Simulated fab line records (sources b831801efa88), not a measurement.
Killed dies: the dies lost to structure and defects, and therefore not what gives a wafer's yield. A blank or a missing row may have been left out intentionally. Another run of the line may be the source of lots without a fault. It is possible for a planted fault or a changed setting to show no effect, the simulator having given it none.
fab line records | flow sky130
record lots=5 wafers=15 last-day=50
route steps=708 shown SONOS_ONO@182 GATE_OXIDE@187 PAD_OPEN@708
lots untouched by any fault: they come from a run of this same line in which no faults occurred
start-h: hours from the record's opening day to when the first of the lot's shown wafers began | wait-h: hours from the lot's prior step to this one | " identical to the entry in the row above | L1.1+2: one row covering several wafers at once | - either no value or no given start | * or withheld: withheld | < > ~ a bound
route shown NAME@n: names a module that has steps shown in the file, with the first one's number in the route | usual: mean/standard deviation taken from wafers without a fault | same: alike in all rows | chamber/n: place in a boat | sites: per-site readings | _std_site: their standard deviation | _edge_site: outer sites' mean less inner sites' | radius-mm: how far each site lies from the wafer's centre | mask NAME#n: copy n | behind: the tool/chamber that last shaped the wafer | hold: cause of the lot's hold/its duration in hours/its outcome | device: the n, p or np transistor that did not switch | end of line: the route-end tests of the same wafers | a step given without rows: its recipe and nothing more | killed: not the wafer's yield, but the dies lost to structure and defects at the first sort | map: a wafer's dies, marking killed ones x, the rest . and places with no die _
set.NAME: the setting that was run; set.NAME@STEP: the one run at that earlier step | model.NAME: the simulator's own value behind a step, which no gauge read
a table for each step, a row for each wafer; lots at some steps of the route
services: from which hour (start-h, from the record's first day; less than 0 if before it) a tool's chamber was out of use, for how many hours, and why
## steps
# step SKY_SONOS_ONO_OVL_MEAS_14
# usual SONOS_ONO_OVL=0.2/1.2
# columns lot.wafer tool chamber start-h wait-h SONOS_ONO_OVL[nm]
L134.1 overlay-02 - 283.61 0.1 0.4
L134.2 " - " " -0.2
L134.6 " - " " 1.4
L137.2 overlay-01 - 312.98 0.1 0.8
L137.4 " - " " -1.1
L137.6 " - " " 0.9
L147.2 overlay-02 - 386.92 0.1 1.6
L147.3 " - " " 0.9
L147.5 " - " " 2.2
L148.4 overlay-02 - 401.23 0.1 -0.3
L148.5 " - " " -0.6
L148.6 " - " " -0.4
L156.1 overlay-02 - 466.26 0.1 -2.1
L156.2 " - " " 0.0
L156.5 " - " " 0.5
# step SKY_SONOS_ONO_ETCH_15
# recipe target-depth-nm=19.52 chemistry=CHF3/O2 source-w=600 bias-w=200 pressure-mtorr=40 chf3-flow-sccm=50 O2_flow_sccm=5 time-s=7.8
# usual chf3-flow-sccm=50.01/0.15 drypump-motor-current-A=5.8/0.49 oes-product-au=1.001/0.0098 throttle-valve-pct=8.825/0.0092
# columns lot.wafer tool chamber start-h wait-h chf3-flow-sccm drypump-motor-current-A oes-product-au rf-hours-counter-h throttle-valve-pct
L134.1 rie-diel-02 0 283.65 0.0 50.12 6.5 1.005 9 8.823
L134.2 " 2 " " 49.88 5.7 1.004 102 8.832
L134.6 " 3 " " 49.96 5.0 0.992 - 8.825
L137.2 rie-diel-02 2 313.01 0.0 49.89 5.7 0.999 103 8.832
L137.4 " 1 " " 49.84 5.4 0.981 53 8.830
L137.6 " 0 " " 49.79 6.5 1.002 - 8.828
L147.2 rie-diel-02 1 386.95 0.0 49.82 5.4 1.006 55 8.807
L147.3 " 2 " " 50.02 5.7 1.000 105 8.833
L147.5 " 3 " " 50.07 5.1 0.994 - 8.822
L148.4 rie-diel-03 2 401.24 0.0 49.70 5.8 1.001 77 8.825
L148.5 " 0 " " 50.07 6.6 0.997 - 8.821
L148.6 " 3 " " 49.67 5.9 1.001 - 8.825
L156.1 rie-diel-02 0 466.29 0.0 49.99 6.5 1.010 13 8.818
L156.2 " 1 " " 50.13 5.4 0.994 56 8.835
L156.5 " 0 " " 50.01 6.5 1.011 - 8.846
# step SKY_SONOS_ONO_WET_ETCH_16
# recipe chemistry=dHF target-depth-nm=14 dry=n2-spin target=SiO2 dilution=100:1 temp-c=25 time-s=280
# step SKY_SONOS_ONO_STRIP_17
# recipe chemistry=O2/N2 power-w=1400 pressure-mtorr=1500 platen-temp-c=withheld o2-flow-sccm=3000 n2-flow-sccm=300 overash-fraction=0.5
# usual drypump-motor-current-A=5.6/0.34 oes-product-au=0.709/0.0045 strip-time-to-endpoint-s=14.11/0.044
# columns lot.wafer tool chamber start-h wait-h drypump-motor-current-A oes-product-au rf-hours-counter-h strip-time-to-endpoint-s
L134.1 plasma-asher-04 1 283.75 0.0 5.6 0.709 60 14.07
L134.2 " 0 " " 5.3 0.700 60 14.08
L134.6 " 1 " " 5.6 0.704 - 14.12
L137.2 plasma-asher-02 1 313.14 0.0 6.2 0.708 53 14.11
L137.4 " 0 " " 6.0 0.706 - 14.11
L137.6 " 1 " " 6.2 0.710 - 14.13
L147.2 plasma-asher-02 1 387.08 0.0 6.2 0.711 61 14.07
L147.3 " 0 " " 6.0 0.709 - 14.09
L147.5 " 0 " " 6.0 0.714 - 14.07
L148.4 plasma-asher-04 1 401.38 0.0 5.6 0.710 - 14.15
L148.5 " 1 " " 5.6 0.708 - 14.14
L148.6 " 0 " " 5.3 0.710 - 14.16
L156.1 plasma-asher-04 0 466.40 0.0 5.3 0.705 3 14.09
L156.2 " 1 " " 5.6 0.705 3 14.03
L156.5 " 0 " " 5.3 0.710 - 14.09
# step SKY_SONOS_ONO_WET_ETCH_18
# recipe chemistry=H3PO4 target-depth-nm=15 target=Si3N4 temp-c=160 time-s=178.2
# step SKY_GATE_OXIDE_CLEAN_00
# recipe chemistry=SC1/SC2 mix=1:4:20 temp-c=70 time-s=150 dry=n2-spin
# step SKY_GATE_OXIDE_OXIDATION_01
# recipe temp-c=900 ambient=O2 stabilise-s=600 purge-s=300 target-thk-a=102.68 ox-time-s=1473
# step SKY_GATE_OXIDE_THK_MEAS_02
# recipe reads=SiO2_of_GATE_OXIDE_OXIDATION_01
# usual GATE_OXIDE_OXIDATION_00_THK=10.27/0.18
# columns lot.wafer tool chamber start-h wait-h GATE_OXIDE_OXIDATION_00_THK[nm]
L134.1 film-metro-02 - 285.37 0.0 10.16
L134.2 " - " " 10.33
L134.6 " - " " 10.32
L137.2 film-metro-04 - 318.23 0.0 10.29
L137.4 " - " " 10.27
L137.6 " - " " 10.24
L147.2 film-metro-04 - 390.92 0.0 10.23
L147.3 " - " " 10.19
L147.5 " - " " 10.09
L148.4 film-metro-01 - 405.64 0.0 10.08
L148.5 " - " " 10.23
L148.6 " - " " 10.10
L156.1 film-metro-04 - 469.99 0.0 10.11
L156.2 " - " " 10.17
L156.5 " - " " 10.13
# step SKY_GATE_OXIDE_DEHYDRATE_03
# recipe temp-c=200 time-s=60
# step SKY_GATE_OXIDE_HMDS_04
# recipe prime-time-s=60 prime-temp-c=120
# step SKY_GATE_OXIDE_COAT_05
# recipe resist=NOVOLAK spin-rpm=3000 resist-thk-nm=1140
# step SKY_GATE_OXIDE_SOFTBAKE_06
# recipe temp-c=90 time-s=60 resist=NOVOLAK
# step SKY_GATE_OXIDE_EXPOSE_07
# recipe mask-id=LVOM na=0.6 source-shape=conventional sigma-outer=0.6 polarization=unpolarized target-cd-nm=600 dose-mj=170
# same sigma-outer=0.6
# columns lot.wafer tool chamber start-h wait-h mask
L134.1+2+6 iline-stepper-01 0 298.18 - LVOM#0
L137.2+4+6 iline-stepper-02 0 330.62 - LVOM#0
L147.2+3+5 iline-stepper-02 0 405.48 - LVOM_R1#0
L148.4+5+6 iline-stepper-01 0 419.84 - LVOM#0
L156.1+2+5 iline-stepper-01 0 484.22 - LVOM#0
# step SKY_GATE_OXIDE_PEB_08
# recipe temp-c=withheld time-s=* resist=NOVOLAK
# step SKY_PAD_OPEN_PROBE_99
# usual killed_at_M0_to_M3=44/7.5 killed_at_M4_up=3.3/1.8 killed-at-contacts=25/5.9 killed-at-front-end=16/4.7 killed-at-other=0.3/0.52 killed-dies=89/9.9 killed-open=49/7.8 killed-short=40/5.8
# same gross-dies=492 killed-at-back-side=0
# columns lot.wafer tool chamber start-h wait-h killed_at_M0_to_M3 killed_at_M4_up killed-at-contacts killed-at-front-end killed-at-other killed-dies killed-open killed-short
L147.2 prober-02 - 1158.00 0.1 42 2 26 96 1 167 42 43
L147.3 prober-02 - 1158.05 0.2 31 3 24 94 1 153 36 39
L147.5 prober-02 - 1158.15 0.2 40 1 22 93 0 156 39 41
# killed by level:class
L147.2 GATE_OXIDE:area-expose=82 CONTACT:geometric-particle:open=12 METAL2:geometric-particle:short=9 VIA1:geometric-particle:open=6 METAL3:geometric-particle:short=6 VIA3:geometric-particle:open=6 LI_CONTACT:geometric-particle:open=5 CONTACT:geometric-particle:short=5
L147.3 GATE_OXIDE:area-expose=78 CONTACT:geometric-particle:open=7 LOCAL_INTERCONNECT:geometric-particle:short=6 VIA1:geometric-particle:open=6 VIA3:geometric-particle:open=6 FIELD_ISO:geometric-particle:short=5 LI_CONTACT:geometric-particle:open=5 VIA3:geometric-particle:short=5
L147.5 GATE_OXIDE:area-expose=76 LI_CONTACT:geometric-particle:open=9 VIA1:geometric-particle:open=7 METAL1:geometric-particle:short=7 LOCAL_INTERCONNECT:geometric-particle:short=6 VIA1:geometric-particle:short=6 VIA2:geometric-particle:open=6 FIELD_ISO:geometric-particle:short=5
# map L147.2 (x killed, . not)
__________.x...x...._________
________x.xx.x..x.x..._______
______..x.....x......xx._____
_____...x.....x.x......x.____
____.....x...x..x..x...x..___
___x..........xx..x.xxx....__
__x....xx..x..xxxxx........._
_.x...x....xxx...x.xx.x...x..
_x.........x.xxxxx.xxxx..x..x
_.........x.xxx...x.x........
_...x.x.x.xx...xx.xxx..xx..x.
_.....x.xxxxxx.x.xxxxxxxxxxx.
_.......xxx.x.xx.xxx...x.x.x.
_x...xxxx.xx.x..xx.xxxx..x...
_...x.....xxx..x.xx.x.xxxx...
__............x.xxx.x......._
___.....xx...x...xx.x.xx...__
____......x..x..x.x.......___
_____x....x.xx.xx........____
______.......x.x...x..x._____
________x...x......x.._______
__________.........._________
# map L137.2 (x killed, . not)
__________.x..x....._________
________.x...xxxx....._______
______......xx..xxxx...._____
_____....x.x.......x.x..x____
____..x..x............x..x___
___..xx.....xx..xx..x.xx...__
__...x..x..........x........_
_x.x.x.x.....x..x.....x.x..x.
_x.x......x......x.........xx
_.....x.....xx.x.........x...
_.........x.x...........x...x
_...xx...x.x...x.........x.x.
_.....x.x.........x.x........
_......x.............x.x..x..
_...xxx.x.x..x.......x.......
__..x........x.............._
___................xx......__
____.....xx...x...x.x.x..x___
_____..........xx....x...____
______.x....x.......x..._____
________.x....xx.....x_______
__________....xx...._________
## services
# columns tool chamber start-h hours kind
iline-stepper-01 0 268.96 - calibration
plasma-asher-04 - 271.91 1.8 repair
rie-diel-03 - 274.45 4.5 repair
iline-stepper-02 - 304.88 0.9 repair
iline-stepper-02 - 317.93 1.7 pm
plasma-asher-04 - 320.34 2.8 pm
rie-diel-03 0 326.67 - clean
rie-diel-02 3 366.64 3.8 repair
plasma-asher-04 - 390.24 4.9 repair
iline-stepper-01 - 404.45 4.4 pm
rie-diel-03 3 405.33 3.8 repair
rie-diel-02 2 418.61 - clean
rie-diel-02 2 418.61 39.1 scheduled-down
rie-diel-02 2 418.61 39.1 vent-cycle
plasma-asher-04 - 421.25 9.0 pm
plasma-asher-04 0 421.25 9.0 vent-cycle
plasma-asher-04 1 421.25 9.0 vent-cycle
plasma-asher-04 - 423.26 0.4 repair
plasma-asher-04 0 430.25 - clean
plasma-asher-04 1 430.25 - clean
iline-stepper-01 - 451.85 1.7 pm
rie-diel-03 0 457.56 16.1 repair
iline-stepper-01 - 463.93 1.5 repair
iline-stepper-02 0 478.18 - calibration
## key
first-sign step=SKY_GATE_OXIDE_EXPOSE_07 reading=mask direction=changed
effect step=SKY_PAD_OPEN_PROBE_99 reading=killed-at-front-end direction=up sigmas=17 usual=16 struck=94
more-kills-born-at SKY_GATE_OXIDE_EXPOSE_07@iline-stepper-02=236
met-at SKY_GATE_OXIDE_EXPOSE_07
struck-wafers L147.2,L147.3,L147.5
tester-left-out L147
onset-between 330.62 405.48
fault kind=wrong-mask tool=any chamber=- onset-h=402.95 steps=SKY_GATE_OXIDE_EXPOSE_07 aux-copy=LVOM_R1#0 cd-offset-nm=90 scope=struck-lots-only
# tester-left-out: of these lots the tester's yield and bins aren't shown, on N5 and GAA mostly nor the transistor test; their killed dies are dies lost to structure and defects alone, not to doping, threshold or leakage, so they don't give the yield
